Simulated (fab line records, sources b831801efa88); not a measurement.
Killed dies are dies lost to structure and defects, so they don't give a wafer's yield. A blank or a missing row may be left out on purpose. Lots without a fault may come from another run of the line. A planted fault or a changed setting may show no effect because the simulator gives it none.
Which tool did it? | flow sky130 | 11 lots, 33 wafers sampled, at 3 steps of a route of 708

WHAT THE GAUGES READ, wafer by wafer
SKY_VIA4_RS_MEAS_19: measures by four-point-probe. Usual: VIA4_W_RS 0.226 ohm/sq, standard deviation 0.0033.
lot  | measured     | on            | VIA4_W_RS (ohm/sq) | flag
L960 | day 42 19:32 | film_metro-03 | 0.225 0.224 0.226  |
L971 | day 46 01:05 | film_metro-04 | 0.224 0.226 0.220  |
L972 | day 46 03:07 | film_metro-04 | 0.222 0.226 0.222  |
L974 | day 46 16:05 | film_metro-04 | 0.228 0.225 0.223  |
L976 | day 47 02:47 | film_metro-04 | 0.226 0.224 0.225  |
L977 | day 47 11:24 | film_metro-02 | 0.227 0.223 0.226  |
L978 | day 47 12:14 | film_metro-03 | 0.226 0.229 0.221  |
L979 | day 47 21:25 | film_metro-04 | 0.228 0.227 0.230  |
L980 | day 48 00:10 | film_metro-04 | 0.226 0.222 0.221  |
L982 | day 48 13:52 | film_metro-04 | 0.225 0.226 0.228  |
L983 | day 48 16:43 | film_metro-02 | 0.226 0.226 0.227  |

WHICH TOOL RAN EACH LOT (tool, then ch and the chambers of the sampled wafers, then the start)
lot  | SKY_METAL3_STRIP_19                  | SKY_VIA4_SPUTTER_17
L960 | plasma_asher-02 ch 0,1, day 38 09:31 | pvd_sputter-04, day 42 19:20
L971 | plasma_asher-04 ch 0, day 42 02:17   | pvd_sputter-03, day 46 00:52
L972 | plasma_asher-03 ch 0,1, day 42 05:40 | pvd_sputter-01, day 46 02:54
L974 | plasma_asher-02 ch 0,1, day 42 19:53 | pvd_sputter-03, day 46 15:53
L976 | plasma_asher-02 ch 0,1, day 43 06:26 | pvd_sputter-01, day 47 02:34
L977 | plasma_asher-03 ch 0,1, day 43 16:44 | pvd_sputter-03, day 47 11:11
L978 | plasma_asher-03 ch 0,1, day 43 18:49 | pvd_sputter-04, day 47 12:02
L979 | plasma_asher-02 ch 0, day 44 04:11   | pvd_sputter-04, day 47 21:13
L980 | plasma_asher-03 ch 0,1, day 44 08:05 | pvd_sputter-04, day 47 23:57
L982 | plasma_asher-02 ch 0,1, day 45 00:07 | pvd_sputter-01, day 48 13:40
L983 | plasma_asher-02 ch 0,1, day 45 02:20 | pvd_sputter-04, day 48 16:29
- SKY_METAL3_STRIP_19: strips in O2/N2.
- SKY_VIA4_SPUTTER_17: material TiN, target thk 20 nm, time 80 s.

WHAT THE TOOLS THEMSELVES READ (means of the sampled wafers that have a number; where no wafer has one, the mark that the record gives instead)
SKY_METAL3_STRIP_19. Usual: drypump_motor_current_A 5.6 A, standard deviation 0.39; oes_product_au 0.504 a.u., standard deviation 0.0056; strip_time_to_endpoint_s 6.59 s, standard deviation 0.071.
lot  | tool            | drypump_motor_current_A (A) | oes_product_au (a.u.) | strip_time_to_endpoint_s (s) | flag
L960 | plasma_asher-02 | 5.8                         | 0.502                 | 6.54                         |
L971 | plasma_asher-04 | 5.4                         | 0.505                 | 6.60                         |
L972 | plasma_asher-03 | 5.5                         | 0.504                 | 6.53                         |
L974 | plasma_asher-02 | 6.0                         | 0.501                 | 6.55                         |
L976 | plasma_asher-02 | 6.0                         | 0.510                 | 6.67                         |
L977 | plasma_asher-03 | 5.2                         | 0.506                 | 6.62                         |
L978 | plasma_asher-03 | 5.2                         | 0.510                 | 6.58                         |
L979 | plasma_asher-02 | 6.1                         | 0.508                 | 6.59                         |
L980 | plasma_asher-03 | 5.2                         | 0.508                 | 6.56                         |
L982 | plasma_asher-02 | 6.0                         | 0.501                 | 6.50                         |
L983 | plasma_asher-02 | 6.0                         | 0.498                 | 6.57                         |

SKY_VIA4_SPUTTER_17. Usual: chamber_pressure_pa 4.999 Pa, standard deviation 0.0096; throttle_valve_pct 30.3 %, standard deviation 0.99.
lot  | tool           | chamber_pressure_pa (Pa) | throttle_valve_pct (%) | flag
L960 | pvd_sputter-04 | 5.005                    | 29.9                   |
L971 | pvd_sputter-03 | 4.994                    | 29.5                   |
L972 | pvd_sputter-01 | 5.009                    | 30.3                   |
L974 | pvd_sputter-03 | 5.008                    | 29.8                   |
L976 | pvd_sputter-01 | 5.006                    | 30.6                   |
L977 | pvd_sputter-03 | 4.992                    | 29.6                   |
L978 | pvd_sputter-04 | 5.001                    | 31.1                   |
L979 | pvd_sputter-04 | 4.999                    | 31.8                   |
L980 | pvd_sputter-04 | 5.000                    | 31.1                   |
L982 | pvd_sputter-01 | 5.002                    | 30.6                   |
L983 | pvd_sputter-04 | 4.991                    | 31.0                   |

THE ANSWER, worked out from the rows above alone
Rule: a lot is off if the mean of its wafers that have a number lies more than 3 standard deviations from the usual mean. A lot without any number at a reading at which 4 lots or more have one is off too. The other lots that the step has rows for count as sound. The gauges are gone through in route order, then the tools' own readings, and for those a lot's mean is taken as printed above. The first step at which some lot is off is used, and at that step the reading that is off furthest; a lot without a number counts as furthest.
No lot is off at any reading shown: from this, nothing can be told.

WHAT THE SIMULATOR HAD PUT IN
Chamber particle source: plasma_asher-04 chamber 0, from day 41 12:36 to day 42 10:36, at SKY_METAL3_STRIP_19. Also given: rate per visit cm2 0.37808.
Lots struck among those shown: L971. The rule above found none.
